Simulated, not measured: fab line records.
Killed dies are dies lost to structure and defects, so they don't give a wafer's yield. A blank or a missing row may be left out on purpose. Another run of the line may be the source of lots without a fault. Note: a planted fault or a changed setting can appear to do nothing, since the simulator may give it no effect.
fab line records	flow sfq_line
[record] lots = 5	wafers = 15	last_day = 89
route steps=325 shown M3@125 I3@133
lots that met no fault: from a run of the same line without faults
start_h: the number of hours between the record's first day and the start of the first shown wafer of the lot	wait_h: hours elapsed since this lot's preceding step	" unchanged from the row above	L1.1+2: a single row standing in for several wafers	- no value, or no start was given	* or withheld: withheld	< > ~ a bound
route shown NAME@n: a module of which the file shows steps, and the number in the route of the first	usual: mean and standard deviation over wafers with no fault	same: alike in all rows	chamber/n: place in a boat	sites: per-site readings	_std_site: their standard deviation	_edge_site: outer sites' mean less inner sites'	radius_mm: for every site, how far away it sits from the centre of the wafer	mask NAME#n: copy n	behind: the tool/chamber that last shaped the wafer	hold: cause of the lot's hold/its duration in hours/its outcome	device: transistor that didn't switch, given as n, p or np	end of line: tests run on the same wafers once the route is complete	for a step that has no rows: nothing shown but its recipe	killed: at the first sort, the dies lost to defects and structure; wafer yield is something else	map: a wafer's dies, marking killed ones x, the rest . and places with no die _
set.NAME: the run value of the setting; set.NAME@STEP: its run value at that earlier step	model.NAME: the simulator's own value behind a step, which no gauge read
lots at selected steps of the route; one table per step, one row per wafer
services: when a tool's chamber went out of use (start_h, in hours from the record's first day, below 0 if earlier), for how many hours, and the reason
[[steps]]
[step SFQ_TRILAYER_M3_LITHO_EXPOSE_076]
[recipe] mask_id = M3	na = 0.6	source_shape = conventional	sigma_outer = 0.65	target_cd_nm = 500	dose_mj = 14.4
lot.wafer	tool	chamber	start_h	wait_h	mask
L074.1+4+5	krf_scanner-01	0	810.16	-	M3#0
L076.1+4+5	krf_scanner-02	0	952.13	-	M3#0
L078.1+2+3	krf_scanner-02	0	970.13	-	M3#0
L082.2+3+6	krf_scanner-02	0	1025.09	-	M3#0
L084.1+4+6	krf_scanner-01	0	1164.50	-	M3#0
[step SFQ_TRILAYER_M3_LITHO_PEB_078]
[recipe] peb_temp_c = 115	peb_time_s = 60	resist = KrF
lot.wafer	tool	chamber	start_h	wait_h
L074.1+4+5	litho_track-01	0	811.36	1.0
L076.1+4+5	litho_track-04	0	953.33	1.0
L078.1+2+3	litho_track-02	0	971.33	1.0
L082.2+3+6	litho_track-04	0	1026.11	0.8
L084.1+4+6	litho_track-02	0	1165.70	1.0
[step SFQ_TRILAYER_M3_LITHO_DEVELOP_077]
[recipe] time_s = 60	resist = KrF
lot.wafer	tool	chamber	start_h	wait_h
L074.1+4+5	litho_track-01	0	811.51	0.1
L076.1+4+5	litho_track-04	0	953.48	0.1
L078.1+2+3	litho_track-02	0	971.48	0.1
L082.2+3+6	litho_track-04	0	1026.26	0.1
L084.1+4+6	litho_track-02	0	1165.85	0.1
[step SFQ_M3_OVL_MEAS_921]
[usual] M3_OVL = -4/6.1
lot.wafer	tool	chamber	start_h	wait_h	M3_OVL[nm]
L074.1	overlay-02	-	811.66	0.1	-2
L074.4	"	-	"	"	-9
L074.5	"	-	"	"	-3
L076.1	overlay-02	-	953.63	0.1	-9
L076.4	"	-	"	"	0
L076.5	"	-	"	"	-7
L078.1	overlay-02	-	971.63	0.1	0
L078.2	"	-	"	"	-1
L078.3	"	-	"	"	-4
L082.2	overlay-01	-	1026.39	0.1	-1
L082.3	"	-	"	"	3
L082.6	"	-	"	"	2
L084.1	overlay-02	-	1166.00	0.1	6
L084.4	"	-	"	"	6
L084.6	"	-	"	"	4
[step SFQ_TRILAYER_M3_BARC_OPEN_METAL_ETCH_100]
[recipe] mask_material = PR	chemistry = O2	target_depth_nm = 125	target = BARC	icp_w = 600	bias_w = 80	pressure_mtorr = 10	time_s = 41.7
[usual] drypump_motor_current_A = 5.89/0.28	oes_product_au = 0.685/0.0048	rf_fwd_power_W = 592.6/2.5
lot.wafer	tool	chamber	start_h	wait_h	drypump_motor_current_A	oes_product_au	rf_fwd_power_W	rf_hours_counter_h
L074.1	rie_metal-01	0	811.70	0.0	5.71	0.686	592.2	91
L074.4	"	0	"	"	5.72	0.684	590.8	-
L074.5	"	1	"	"	5.93	0.683	592.7	-
L076.1	rie_metal-01	0	953.67	0.0	5.71	0.690	597.1	105
L076.4	"	0	"	"	5.70	0.692	595.3	-
L076.5	"	1	"	"	5.90	0.691	593.0	-
L078.1	rie_metal-01	1	971.67	0.0	5.94	0.693	591.2	50
L078.2	"	0	"	"	5.72	0.681	594.4	108
L078.3	"	0	"	"	5.75	0.687	594.1	-
L082.2	rie_metal-03	1	1026.42	0.0	6.30	0.692	588.3	132
L082.3	"	0	"	"	5.43	0.686	590.1	-
L082.6	"	1	"	"	6.29	0.681	590.9	-
L084.1	rie_metal-01	0	1166.04	0.0	5.73	0.690	594.9	13
L084.4	"	0	"	"	5.76	0.689	592.9	-
L084.6	"	0	"	"	5.77	0.686	594.5	-
[step SFQ_TRILAYER_M3_ETCH_METAL_ETCH_078]
[recipe] target = Nb	stop_on = SiO2	mask_material = PR	chemistry = Cl2/Ar	target_depth_nm = 240	icp_w = 600	bias_w = 80	pressure_mtorr = 10	time_s = 120
[usual] drypump_motor_current_A = 5.90/0.27	oes_product_au = 0.893/0.0061	rf_fwd_power_W = 596.6/1.8
lot.wafer	tool	chamber	start_h	wait_h	drypump_motor_current_A	oes_product_au	rf_fwd_power_W	rf_hours_counter_h
L074.1	rie_metal-01	0	811.76	0.0	5.71	0.892	595.5	91
L074.4	"	0	"	"	5.74	0.893	596.0	-
L074.5	"	1	"	"	5.92	0.895	597.6	-
L076.1	rie_metal-01	0	953.73	0.0	5.74	0.893	600.0	105
L076.4	"	0	"	"	5.78	0.895	601.9	-
L076.5	"	1	"	"	5.92	0.906	595.6	-
L078.1	rie_metal-01	1	971.73	0.0	5.95	0.891	597.4	50
L078.2	"	0	"	"	5.75	0.888	597.3	108
L078.3	"	0	"	"	5.73	0.894	597.0	-
L082.2	rie_metal-03	1	1026.48	0.0	6.28	0.892	593.6	132
L082.3	"	0	"	"	5.44	0.885	596.4	-
L082.6	"	1	"	"	6.30	0.885	596.7	-
L084.1	rie_metal-01	0	1166.10	0.0	5.75	0.892	593.3	13
L084.4	"	0	"	"	5.73	0.881	597.3	-
L084.6	"	0	"	"	5.76	0.881	596.3	-
[step SFQ_TRILAYER_M3_STRIP_STRIP_079]
[recipe] gas = O2	power_w = 200	platen_temp_c = 40	overash_fraction = 0.65	chemistry = O2	pressure_mtorr = 50
[usual] drypump_motor_current_A = 5.90/0.27	oes_product_au = 0.998/0.0067
lot.wafer	tool	chamber	start_h	wait_h	drypump_motor_current_A	oes_product_au	rf_hours_counter_h
L074.1	rie_metal-01	0	811.88	0.1	5.75	1.002	91
L074.4	"	0	"	"	5.76	1.003	-
L074.5	"	1	"	"	5.90	0.999	-
L076.1	rie_metal-01	0	953.86	0.1	5.74	0.996	106
L076.4	"	0	"	"	5.75	0.993	-
L076.5	"	1	"	"	5.93	0.998	-
L078.1	rie_metal-01	1	971.86	0.1	5.97	0.996	50
L078.2	"	0	"	"	5.72	0.992	108
L078.3	"	0	"	"	5.71	0.996	-
L082.2	rie_metal-03	1	1026.61	0.1	6.29	1.000	132
L082.3	"	0	"	"	5.45	1.001	-
L082.6	"	1	"	"	6.30	1.004	-
L084.1	rie_metal-01	0	1166.22	0.1	5.75	0.995	13
L084.4	"	0	"	"	5.76	0.999	-
L084.6	"	0	"	"	5.74	0.994	-
[step SFQ_TRILAYER_M3_STRIP_SOLV_CLEAN_080]
[recipe] chemistry = NMP	temp_c = 70	time_s = 600
lot.wafer	tool	chamber	start_h	wait_h
L074.1+4+5	wet_bench-02	1,7,6	812.48	0.4
L076.1+4+5	wet_bench-02	6,7,4	954.46	0.4
L078.1+2+3	wet_bench-02	1,4,0	972.46	0.4
L082.2+3+6	wet_bench-01	4,1,7	1027.21	0.4
L084.1+4+6	wet_bench-03	0,6,3	1166.82	0.4
[step SFQ_TRILAYER_I3_DEP_PECVD_081]
[recipe] material = SiO2	temp_c = 150	time_s = 111.11	pressure_torr = 2.4	rf_w = 183.3	precursor = SiH4/N2O	target_thk_nm = 500
[usual] heater_power_w = 86/11	rf_fwd_power_W = 182.5/0.58	showerhead_vpp_V = 822/41	throttle_valve_pct = 24.5/1.4
lot.wafer	tool	chamber	start_h	wait_h	heater_power_w	rf_fwd_power_W	showerhead_vpp_V	throttle_valve_pct
L074.1	pecvd-03	1	812.66	0.0	80	183.0	836	24.6
L074.4	"	2	"	"	82	183.5	759	23.8
L074.5	"	1	"	"	82	182.8	848	24.8
L076.1	pecvd-03	1	954.63	0.0	81	182.9	848	24.8
L076.4	"	0	"	"	104	182.7	857	26.2
L076.5	"	1	"	"	84	183.3	839	24.8
L078.1	pecvd-03	0	972.63	0.0	108	183.3	848	26.2
L078.2	"	1	"	"	85	182.9	846	24.8
L078.3	"	2	"	"	87	182.7	767	24.1
L082.2	pecvd-03	1	1027.40	0.0	87	182.9	834	24.9
L082.3	"	0	"	"	103	183.6	850	26.7
L082.6	"	1	"	"	86	184.1	839	24.7
L084.1	pecvd-02	0	1167.00	0.0	95	181.8	888	26.3
L084.4	"	0	"	"	101	182.1	879	26.3
L084.6	"	2	"	"	73	182.8	860	24.7
[step SFQ_TRILAYER_I3_CMP_CMP_082]
[recipe] material = SiO2	down_force_psi = 3	platen_rpm = 60	pad_velocity_m_s = 0.94248
[usual] motor_current_A = 10.5/1.3	time_to_endpoint_s = 216/6.7
lot.wafer	tool	chamber	start_h	wait_h	motor_current_A	time_to_endpoint_s
L074.1	cmp-01	2	815.99	3.3	11.1	210
L074.4	"	3	"	"	9.0	216
L074.5	"	3	818.49	5.8	8.3	220
L076.4	cmp-01	2	955.21	0.5	11.1	210
L076.1	"	0	956.21	1.5	10.8	206
L076.5	"	1	"	"	10.6	220
L078.2	cmp-01	0	972.71	0.0	10.4	214
L078.3	"	2	973.71	1.0	11.5	211
L078.1	"	3	"	"	8.6	212
L082.2	cmp-01	2	1027.48	0.0	11.0	215
L082.3	"	3	"	"	8.5	213
L082.6	"	2	1029.48	2.0	10.9	212
L084.1	cmp-02	3	1168.26	1.2	9.5	210
L084.4	"	0	"	"	13.4	215
L084.6	"	2	1169.76	2.7	9.6	216
[step SFQ_I3_BOW_MEAS_922]
[recipe] mode = bow
[usual] I3_BOW = 3/9
lot.wafer	tool	chamber	start_h	wait_h	I3_BOW[um]
L074.1	film_metro-01	-	818.99	2.5	15
L074.4	"	-	"	"	21
L074.5	"	-	"	"	6
L076.1	film_metro-04	-	957.71	1.0	-1
L076.4	"	-	"	"	14
L076.5	"	-	"	"	13
L078.1	film_metro-04	-	975.71	1.0	4
L078.2	"	-	"	"	5
L078.3	"	-	"	"	12
L082.2	film_metro-01	-	1030.50	2.5	-1
L082.3	"	-	"	"	4
L082.6	"	-	"	"	-2
L084.1	film_metro-02	-	1170.26	1.5	15
L084.4	"	-	"	"	5
L084.6	"	-	"	"	16
[step SFQ_TRILAYER_I3_METRO_MEASURE_083]
[usual] thk_nm = 200.3/0.86
lot.wafer	tool	chamber	start_h	wait_h	thk_nm
L074.1	film_metro-01	-	819.11	0.1	199.8
L074.4	"	-	"	"	199.2
L074.5	"	-	"	"	199.2
L076.1	film_metro-04	-	957.83	0.1	199.8
L076.4	"	-	"	"	199.3
L076.5	"	-	"	"	201.4
L078.1	film_metro-04	-	975.83	0.1	201.3
L078.2	"	-	"	"	200.9
L078.3	"	-	"	"	199.8
L082.2	film_metro-01	-	1030.80	0.3	200.0
L082.3	"	-	"	"	199.9
L082.6	"	-	"	"	199.2
L084.1	film_metro-02	-	1170.38	0.1	199.4
L084.4	"	-	"	"	200.5
L084.6	"	-	"	"	199.9
[step SFQ_TRILAYER_I3_VIA_LITHO_COAT_090]
[recipe] resist = BARC	spin_rpm = 3000	resist_thk_nm = 62
[usual] spin_speed_rpm = 3000.0/2.1
lot.wafer	tool	chamber	start_h	wait_h	spin_speed_rpm
L074.1	litho_track-04	0	820.31	1.0	3000.5
L074.4	"	0	"	"	2999.0
L074.5	"	0	"	"	2995.9
L076.1	litho_track-03	0	959.03	1.0	2999.4
L076.4	"	0	"	"	3006.5
L076.5	"	0	"	"	2999.5
L078.1	litho_track-03	0	977.03	1.0	2995.8
L078.2	"	0	"	"	3001.4
L078.3	"	0	"	"	2999.5
L082.2	litho_track-04	0	1031.85	0.8	2999.7
L082.3	"	0	"	"	2999.2
L082.6	"	0	"	"	2998.7
L084.1	litho_track-04	0	1171.58	1.0	2996.9
L084.4	"	0	"	"	2999.0
L084.6	"	0	"	"	2998.3
[step SFQ_TRILAYER_I3_VIA_LITHO_COAT_085]
[recipe] resist = KrF	spin_rpm = 3000	resist_thk_nm = 650
[usual] spin_speed_rpm = 3000.3/1.8
lot.wafer	tool	chamber	start_h	wait_h	spin_speed_rpm
L074.1	litho_track-04	0	820.61	0.2	2999.6
L074.4	"	0	"	"	3001.6
L074.5	"	0	"	"	2997.3
L076.1	litho_track-03	0	959.33	0.2	2998.3
L076.4	"	0	"	"	2994.4
L076.5	"	0	"	"	2998.9
L078.1	litho_track-03	0	977.33	0.2	2999.5
L078.2	"	0	"	"	3006.5
L078.3	"	0	"	"	3001.3
L082.2	litho_track-04	0	1032.15	0.2	3000.1
L082.3	"	0	"	"	2999.8
L082.6	"	0	"	"	2999.8
L084.1	litho_track-04	0	1171.88	0.2	2999.7
L084.4	"	0	"	"	2999.0
L084.6	"	0	"	"	3001.4
[step SFQ_TRILAYER_I3_VIA_LITHO_SOFTBAKE_089]
[recipe] temp_c = withheld	time_s = withheld	resist = KrF
lot.wafer	tool	chamber	start_h	wait_h
L074.1+4+5	litho_track-04	0	820.91	0.2
L076.1+4+5	litho_track-03	0	959.63	0.2
L078.1+2+3	litho_track-03	0	977.63	0.2
L082.2+3+6	litho_track-04	0	1032.42	0.2
L084.1+4+6	litho_track-04	0	1172.18	0.2
[[services]]
tool	chamber	start_h	hours	kind
krf_scanner-02	-	795.63	1.8	repair
krf_scanner-02	-	801.26	1.3	pm
pecvd-03	0	839.21	4.6	repair
krf_scanner-02	-	865.48	1.0	pm
krf_scanner-02	-	874.81	0.8	pm
rie_metal-03	1	900.67	1.8	repair
cmp-01	-	917.52	9.7	pm
cmp-01	-	934.73	3.6	repair
krf_scanner-02	-	977.33	1.3	pm
rie_metal-03	-	979.56	0.2	repair
krf_scanner-02	-	993.18	3.1	repair
cmp-01	-	1018.71	3.4	repair
krf_scanner-02	-	1034.49	1.0	pm
krf_scanner-02	-	1043.89	0.8	pm
cmp-01	-	1044.29	1.8	repair
krf_scanner-02	-	1044.77	3.2	repair
cmp-01	-	1076.68	4.6	pm
krf_scanner-02	-	1087.74	5.5	repair
cmp-01	-	1088.99	4.0	pm
krf_scanner-02	-	1104.92	0.3	repair
pecvd-03	2	1118.85	4.0	repair
krf_scanner-02	-	1128.37	0.8	repair
krf_scanner-02	-	1153.15	1.3	pm
rie_metal-03	0	1154.76	14.4	repair
[[key]]
fault none
